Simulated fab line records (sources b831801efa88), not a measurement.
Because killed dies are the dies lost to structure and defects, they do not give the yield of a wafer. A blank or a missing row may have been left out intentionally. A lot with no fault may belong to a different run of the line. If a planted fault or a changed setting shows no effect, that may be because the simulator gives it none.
A lot that was struck, set against a sound lot -- flow sfq line -- 15 steps out of a route of 325
Sound: wafers L666.2, L666.4, L666.5. Wafers L680.1, L680.4 were the ones struck. At the end, the cause is stated.
Each step with rows lists, per side, the tool, then ch with its chambers, then its first start. Under that, the readings that differ: sound wafers -- struck wafers -- difference of the means -- sigmas: that difference in standard deviations of wafers without a fault.
alike: words and numbers the same on both sides, and readings whose means are apart by under 2 such deviations; not compared: readings that were withheld, readings missing a value for some wafer, numbers with overlapping values and no deviation given by the record, and bounds like >300 which may hide the same value.
Wherever a step has rows on one side only, a row that says differs or no value, or a row with sigmas, the two part there. Numbers that have no deviation but don't overlap get no sigmas and don't part them. Lack of a reading on every wafer of one side parts them only where that side has two or more wafers.

first, 1 step without rows for these wafers: SFQ_TRILAYER_M4_STRIP_SOLV_CLEAN_098 (cleans in NMP, time 600 s).
SFQ_TRILAYER_I4_DEP_PECVD_099: deposits SiO2 from SiH4/N2O, time 111.11 s, target thk 500 nm.
  sound on pecvd-01 ch 0,1, day 45 11:38; struck on pecvd-01 ch 2, day 50 07:58
reading,sound,struck,difference,sigmas
heater power w (W),78 105 82,62 47,-34,-2
  alike: throttle valve pct
SFQ_TRILAYER_I4_CMP_CMP_100: polishes SiO2.
  sound on cmp-02 ch 0,2, day 45 12:49; struck on cmp-02 ch 0,3, day 50 16:56
  alike: motor current A, platen rpm, time to endpoint s
SFQ_I4_BOW_MEAS_927:
  sound on film metro-04, day 45 15:20; struck on film metro-03, day 50 19:56
  alike: I4_BOW
SFQ_TRILAYER_I4_METRO_MEASURE_101:
  sound on film metro-04, day 45 15:38; struck on film metro-03, day 50 20:04
  alike: thk nm
then, 6 steps without rows for these wafers: SFQ_TRILAYER_I4_VIA_LITHO_COAT_108 (resist thk 62 nm); SFQ_TRILAYER_I4_VIA_LITHO_COAT_103 (resist thk 650 nm); SFQ_TRILAYER_I4_VIA_LITHO_SOFTBAKE_107; SFQ_TRILAYER_I4_VIA_LITHO_EXPOSE_104 (exposes mask I4, target cd 700 nm); SFQ_TRILAYER_I4_VIA_LITHO_PEB_106 (peb time 60 s); SFQ_TRILAYER_I4_VIA_LITHO_DEVELOP_105 (time 60 s).
-- the record jumps here: 5 days lie between the struck wafers' starts before and after --
SFQ_I4_OVL_MEAS_928:
  sound on overlay-01, day 51 14:17; struck on overlay-02, day 56 00:03
  alike: I4_OVL
SFQ_TRILAYER_I4_VIA_BARC_OPEN_VIA_ETCH_146: etches BARC in O2, target depth 125 nm, time 41.7 s.
  sound on rie diel-03 ch 2,3, day 51 14:19; struck on rie diel-03 ch 1,2, day 56 00:05
reading,sound,struck,difference,sigmas
oes product au (a.u.),0.683 0.690 0.688,0.824 0.829,+0.140,+32
run length s (s),70.8 69.7 70.7,60.5 60.4,-10.0,-23
model.KrF_of_TRILAYER_I4_VIA_LITHO_COAT_103.thk nm (nm),573.3 572.3 573.4,584 583.8,+11,
  alike: drypump motor current A
  not compared: rf hours counter h
SFQ_TRILAYER_I4_VIA_ETCH_VIA_ETCH_106: etches SiO2 in CHF3, stops on Nb, target depth 260 nm.
  sound on rie diel-03 ch 2,3, day 51 14:22; struck on rie diel-03 ch 1,2, day 56 00:07
reading,sound,struck,difference,sigmas
model.KrF_of_TRILAYER_I4_VIA_LITHO_COAT_103.thk nm (nm),528.2 527.8 528.5,539.8 538.7,+11.1,
  alike: drypump motor current A, oes product au
SFQ_TRILAYER_I4_VIA_STRIP_STRIP_107: strips in O2.
  sound on rie metal-04 ch 0, day 51 14:28; struck on rie metal-03 ch 0,1, day 56 00:14
  alike: drypump motor current A, oes product au, platen temp c
  not compared: rf hours counter h

== WHERE THEY PART ==
Last at SFQ_TRILAYER_I4_VIA_BARC_OPEN_VIA_ETCH_146 as far as this record goes, first at SFQ_TRILAYER_I4_DEP_PECVD_099. Later steps at which nothing parts them and some readings are alike: SFQ_TRILAYER_I4_VIA_ETCH_VIA_ETCH_106, SFQ_TRILAYER_I4_VIA_STRIP_STRIP_107.

WHY: whatever the simulator had introduced
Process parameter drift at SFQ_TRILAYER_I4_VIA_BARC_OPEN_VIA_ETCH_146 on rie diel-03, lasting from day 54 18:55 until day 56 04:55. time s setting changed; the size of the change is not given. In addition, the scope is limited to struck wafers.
